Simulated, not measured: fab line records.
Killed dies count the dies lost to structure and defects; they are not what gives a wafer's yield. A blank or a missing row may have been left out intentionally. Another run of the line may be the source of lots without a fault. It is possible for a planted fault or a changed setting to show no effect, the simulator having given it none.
fab line records    flow sky130
record: lots: 12  wafers: 36  last-day: 50
route steps=708 shown VT_ADJUST_NCORE@129 LDD_N@241 LDD_HVP@285 LDD_LDN@302
lots that met no fault: from a run of the same line without faults
start-h: the number of hours between the record's first day and the start of the first shown wafer of the lot    wait-h: hours since the lot's step before    " identical to the entry in the row above    L1.1+2: a single row standing in for several wafers    - value missing, or start not given    * or withheld: withheld    < > ~ a bound
route shown NAME@n: names a module that has steps shown in the file, with the first one's number in the route    usual: the fault-free wafers' mean and standard deviation    same: alike in all rows    chamber/n: place in a boat    sites: readings site by site    _std_site: the values' standard deviation    _edge_site: the outer-site mean with the inner-site mean subtracted    radius-mm: for every site, how far away it sits from the centre of the wafer    mask NAME#n: copy n    behind: the most recent tool/chamber to have shaped the wafer    hold: why the lot was held/for how many hours/how that ended    device: whichever transistor did not switch (one of n, p or np)    end of line: the tests these same wafers got at the end of their route    where a step has no rows: the recipe by itself    killed: the dies lost at the first sort to structure and to defects; this is not the yield of the wafer    map: a wafer's dies, marking killed ones x, the rest . and places with no die _
set.NAME: the setting that was run; set.NAME@STEP: the one run at that earlier step    model.NAME: the simulator's own value behind a step, which no gauge read
steps of the route over a sample of lots; a table a step, a row a wafer
services: the hour from which a tool's chamber was out of use, counted from the record's first day as start-h (under 0 if before that day), plus the number of hours and why
== steps ==
step: SKY_VT_ADJUST_NCORE_STRIP_10
recipe: chemistry: O2/N2  power-w: 1400  pressure-mtorr: 1500  platen-temp-c: withheld  o2-flow-sccm: 3000  n2-flow-sccm: 300  overash-fraction: 0.5
usual: drypump-motor-current-A: 5.5/0.52  oes-product-au: 0.715/0.0042  strip-time-to-endpoint-s: 14.18/0.038
lot.wafer  tool             chamber  start-h  wait-h  drypump-motor-current-A  oes-product-au  rf-hours-counter-h  strip-time-to-endpoint-s
L404.1     plasma-asher-02  1        185.79   0.1     4.8                      0.722           37                  14.16
L404.5     "                1        "        "       4.9                      0.710           -                   14.21
L404.6     "                0        "        "       4.8                      0.719           -                   14.20
L405.2     plasma-asher-01  1        187.79   0.1     5.7                      0.714           52                  14.18
L405.3     "                0        "        "       5.9                      0.714           -                   14.27
L405.4     "                1        "        "       5.7                      0.719           -                   14.21
L406.3     plasma-asher-01  0        197.98   0.1     5.9                      0.712           -                   14.08
L406.4     "                1        "        "       5.7                      0.712           -                   14.16
L406.6     "                1        "        "       5.7                      0.723           -                   14.17
L407.1     plasma-asher-02  1        204.65   0.1     4.8                      0.712           39                  14.14
L407.4     "                1        "        "       4.8                      0.713           -                   14.13
L407.6     "                0        "        "       4.8                      0.706           -                   14.15
L410.3     plasma-asher-01  0        222.62   0.1     5.9                      0.718           -                   14.14
L410.4     "                1        "        "       5.7                      0.712           -                   14.11
L410.5     "                1        "        "       5.7                      0.719           -                   14.15
L411.1     plasma-asher-03  1        233.88   0.1     5.0                      0.711           13                  14.18
L411.2     "                0        "        "       6.1                      0.712           13                  14.20
L411.4     "                0        "        "       6.2                      0.714           -                   14.24
L412.1     plasma-asher-01  1        239.55   0.1     5.7                      0.718           58                  14.18
L412.2     "                0        "        "       5.9                      0.715           58                  14.20
L412.4     "                1        "        "       5.7                      0.709           -                   14.20
L414.1     plasma-asher-03  0        251.55   0.1     6.1                      0.716           15                  14.16
L414.3     "                0        "        "       6.1                      0.718           -                   14.19
L414.5     "                0        "        "       6.1                      0.710           -                   14.22
L416.2     plasma-asher-03  1        267.95   0.1     5.0                      0.712           16                  14.19
L416.3     "                0        "        "       6.1                      0.713           -                   14.18
L416.6     "                1        "        "       5.0                      0.717           -                   14.16
L417.2     plasma-asher-03  0        272.10   0.1     6.2                      0.714           17                  14.20
L417.5     "                1        "        "       5.0                      0.711           -                   14.19
L417.6     "                0        "        "       6.1                      0.711           -                   14.21
L422.2     plasma-asher-03  1        308.15   0.1     5.0                      0.725           21                  14.19
L422.4     "                0        "        "       6.1                      0.714           -                   14.17
L422.6     "                0        "        "       6.1                      0.716           -                   14.18
L426.1     plasma-asher-01  1        333.73   0.1     5.7                      0.723           68                  14.13
L426.3     "                1        "        "       5.7                      0.716           -                   14.14
L426.5     "                0        "        "       5.9                      0.718           -                   14.13
step: SKY_LDD_N_EXPOSE_04
recipe: mask-id: NTM  target-cd-nm: 840  na: 0.6  source-shape: conventional  sigma-outer: 0.6  dose-mj: 110
usual: exposure-dose-mJ-cm2: 110.01/0.11
lot.wafer  tool              chamber  start-h  wait-h  mask   exposure-dose-mJ-cm2
L404.1     iline-stepper-02  0        386.60   -       NTM#0  109.96
L404.5     "                 0        "        "       NTM#0  110.19
L404.6     "                 0        "        "       NTM#0  110.01
L405.2     iline-stepper-02  0        394.51   -       NTM#0  110.08
L405.3     "                 0        "        "       NTM#0  110.03
L405.4     "                 0        "        "       NTM#0  110.20
L406.3     iline-stepper-01  0        410.85   -       NTM#0  110.06
L406.4     "                 0        "        "       NTM#0  109.93
L406.6     "                 0        "        "       NTM#0  110.04
L407.1     iline-stepper-01  0        428.26   -       NTM#0  110.08
L407.4     "                 0        "        "       NTM#0  110.10
L407.6     "                 0        "        "       NTM#0  110.00
L410.3     iline-stepper-01  0        435.17   -       NTM#0  109.94
L410.4     "                 0        "        "       NTM#0  109.88
L410.5     "                 0        "        "       NTM#0  110.03
L411.1     iline-stepper-02  0        454.06   -       NTM#0  109.99
L411.2     "                 0        "        "       NTM#0  110.01
L411.4     "                 0        "        "       NTM#0  110.17
L412.1     iline-stepper-01  0        455.16   -       NTM#0  109.81
L412.2     "                 0        "        "       NTM#0  109.83
L412.4     "                 0        "        "       NTM#0  109.83
L414.1     iline-stepper-01  0        475.91   -       NTM#0  110.10
L414.3     "                 0        "        "       NTM#0  110.04
L414.5     "                 0        "        "       NTM#0  110.11
L416.2     iline-stepper-02  0        498.81   -       NTM#0  109.98
L416.3     "                 0        "        "       NTM#0  109.96
L416.6     "                 0        "        "       NTM#0  109.95
L417.2     iline-stepper-02  0        500.44   -       NTM#0  110.06
L417.5     "                 0        "        "       NTM#0  109.95
L417.6     "                 0        "        "       NTM#0  109.95
L422.2     iline-stepper-02  0        544.10   -       NTM#0  109.98
L422.4     "                 0        "        "       NTM#0  109.91
L422.6     "                 0        "        "       NTM#0  110.07
L426.1     iline-stepper-02  0        569.84   -       NTM#0  109.88
L426.3     "                 0        "        "       NTM#0  110.10
L426.5     "                 0        "        "       NTM#0  110.02
step: SKY_LDD_N_OVL_MEAS_07
usual: LDD_N_OVL: -0.7/1.5
lot.wafer  tool        chamber  start-h  wait-h  LDD_N_OVL[nm]
L404.1     overlay-01  -        401.03   0.1     -1.9
L404.5     "           -        "        "       -1.8
L404.6     "           -        "        "       -1.5
L405.2     overlay-01  -        409.14   0.1     -1.3
L405.3     "           -        "        "       -1.0
L405.4     "           -        "        "       0.6
L406.3     overlay-01  -        425.35   0.1     2.7
L406.4     "           -        "        "       2.0
L406.6     "           -        "        "       0.7
L407.1     overlay-02  -        443.73   0.1     41.5
L407.4     "           -        "        "       41.2
L407.6     "           -        "        "       42.1
L410.3     overlay-01  -        450.45   0.1     44.0
L410.4     "           -        "        "       44.4
L410.5     "           -        "        "       43.1
L411.1     overlay-01  -        469.43   0.1     -1.6
L411.2     "           -        "        "       0.0
L411.4     "           -        "        "       1.3
L412.1     overlay-01  -        470.34   0.1     41.1
L412.2     "           -        "        "       41.7
L412.4     "           -        "        "       43.1
L414.1     overlay-02  -        491.29   0.1     43.3
L414.3     "           -        "        "       45.2
L414.5     "           -        "        "       43.0
L416.2     overlay-01  -        513.39   0.1     0.5
L416.3     "           -        "        "       1.1
L416.6     "           -        "        "       1.3
L417.2     overlay-02  -        515.34   0.1     -2.2
L417.5     "           -        "        "       -1.4
L417.6     "           -        "        "       -2.2
L422.2     overlay-02  -        559.29   0.1     -2.3
L422.4     "           -        "        "       -2.7
L422.6     "           -        "        "       -2.0
L426.1     overlay-01  -        584.59   0.1     -1.7
L426.3     "           -        "        "       -2.7
L426.5     "           -        "        "       -2.0
step: SKY_LDD_HVP_OVL_MEAS_07
usual: LDD_HVP_OVL: -0.3/1.3
lot.wafer  tool        chamber  start-h  wait-h  LDD_HVP_OVL[nm]
L404.1     overlay-02  -        494.50   0.1     0.3
L404.5     "           -        "        "       2.1
L404.6     "           -        "        "       0.7
L405.2     overlay-01  -        502.51   0.1     -0.9
L405.3     "           -        "        "       -1.0
L405.4     "           -        "        "       -0.5
L406.3     overlay-02  -        520.17   0.1     0.9
L406.4     "           -        "        "       -0.2
L406.6     "           -        "        "       -0.7
L407.1     overlay-01  -        536.88   0.1     -1.3
L407.4     "           -        "        "       0.6
L407.6     "           -        "        "       0.3
L410.3     overlay-01  -        543.19   0.1     -2.3
L410.4     "           -        "        "       -1.0
L410.5     "           -        "        "       -2.1
L411.1     overlay-01  -        563.13   0.1     1.6
L411.2     "           -        "        "       0.7
L411.4     "           -        "        "       1.5
L412.1     overlay-01  -        563.78   0.1     -1.5
L412.2     "           -        "        "       -1.4
L412.4     "           -        "        "       -1.5
L414.1     overlay-01  -        582.58   0.1     1.0
L414.3     "           -        "        "       1.7
L414.5     "           -        "        "       -1.3
L416.2     overlay-02  -        604.01   0.1     0.8
L416.3     "           -        "        "       -0.2
L416.6     "           -        "        "       2.5
L417.2     overlay-02  -        605.81   0.1     -0.6
L417.5     "           -        "        "       -1.5
L417.6     "           -        "        "       -0.6
L422.2     overlay-01  -        648.11   0.1     -1.9
L422.4     "           -        "        "       1.5
L422.6     "           -        "        "       0.2
L426.1     overlay-02  -        672.08   0.1     -0.2
L426.3     "           -        "        "       -0.8
L426.5     "           -        "        "       1.6
step: SKY_LDD_LDN_TW_MEAS_13
usual: LDD_LDN_TW: 1471/10
lot.wafer  tool           chamber  start-h  wait-h  LDD_LDN_TW
L404.1     film-metro-01  -        525.41   0.1     1476
L404.5     "              -        "        "       1477
L404.6     "              -        "        "       1479
L405.2     film-metro-04  -        534.38   0.1     1480
L405.3     "              -        "        "       1474
L405.4     "              -        "        "       1477
L406.3     film-metro-02  -        550.79   0.1     1500
L406.4     "              -        "        "       1495
L406.6     "              -        "        "       1498
L407.1     film-metro-01  -        567.46   0.1     1461
L407.4     "              -        "        "       1469
L407.6     "              -        "        "       1455
L410.3     film-metro-04  -        573.59   0.1     1476
L410.4     "              -        "        "       1473
L410.5     "              -        "        "       1471
L411.1     film-metro-04  -        593.06   0.1     1479
L411.2     "              -        "        "       1471
L411.4     "              -        "        "       1471
L412.1     film-metro-04  -        593.77   0.1     1476
L412.2     "              -        "        "       1480
L412.4     "              -        "        "       1474
L414.1     film-metro-04  -        612.36   0.1     1471
L414.3     "              -        "        "       1475
L414.5     "              -        "        "       1476
L416.2     film-metro-01  -        634.32   0.1     1466
L416.3     "              -        "        "       1476
L416.6     "              -        "        "       1465
L417.2     film-metro-04  -        635.58   0.1     1477
L417.5     "              -        "        "       1478
L417.6     "              -        "        "       1481
L422.2     film-metro-04  -        676.63   0.1     1468
L422.4     "              -        "        "       1477
L422.6     "              -        "        "       1470
L426.1     film-metro-04  -        700.37   0.1     1467
L426.3     "              -        "        "       1460
L426.5     "              -        "        "       1468
== services ==
tool              chamber  start-h  hours  kind
iline-stepper-01  -        168.76   1.7    pm
plasma-asher-01   -        172.65   14.6   pm
iline-stepper-02  -        201.23   1.7    pm
plasma-asher-02   -        206.37   21.0   repair
plasma-asher-03   -        212.21   0.8    repair
plasma-asher-01   -        225.24   1.5    repair
plasma-asher-02   -        227.35   12.8   pm
plasma-asher-02   -        260.84   16.8   repair
iline-stepper-01  -        261.53   13.3   repair
iline-stepper-01  0        264.81   -      calibration
plasma-asher-01   -        314.20   3.8    repair
iline-stepper-02  -        340.92   4.4    pm
plasma-asher-01   -        362.75   33.5   repair
iline-stepper-02  0        371.12   -      calibration
iline-stepper-01  -        384.67   10.9   repair
iline-stepper-01  -        389.00   7.7    repair
iline-stepper-01  -        396.73   1.7    pm
plasma-asher-01   -        405.85   4.3    pm
plasma-asher-03   -        416.15   2.8    pm
iline-stepper-02  -        419.47   1.7    pm
plasma-asher-01   -        440.15   0.6    repair
iline-stepper-01  0        486.44   -      calibration
iline-stepper-01  -        500.76   2.2    repair
plasma-asher-02   -        551.04   1.3    repair
== key ==
first-sign: step: SKY_LDD_N_OVL_MEAS_07  reading: LDD_N_OVL  direction: up  sigmas: 29  usual: -0.7  struck: 42.8
effect none on later readings
met-at SKY_LDD_N_EXPOSE_04
struck-lots L407,L410,L412,L414
tester-left-out L407,L410,L412,L414
not-acting-at SKY_VT_ADJUST_NCORE_STRIP_10,SKY_LDD_HVP_OVL_MEAS_07,SKY_LDD_LDN_TW_MEAS_13
onset-between 410.85 428.26
fault: kind: scanner-matching-overlay  tool: iline-stepper-01  chamber: -  onset-h: 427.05  steps: SKY_LDD_N_EXPOSE_04  offset: 43.803
tester-left-out: of these lots the tester's yield and bins aren't shown, on N5 and GAA mostly nor the transistor test; their killed dies are dies lost to structure and defects alone, not to doping, threshold or leakage, so they don't give the yield
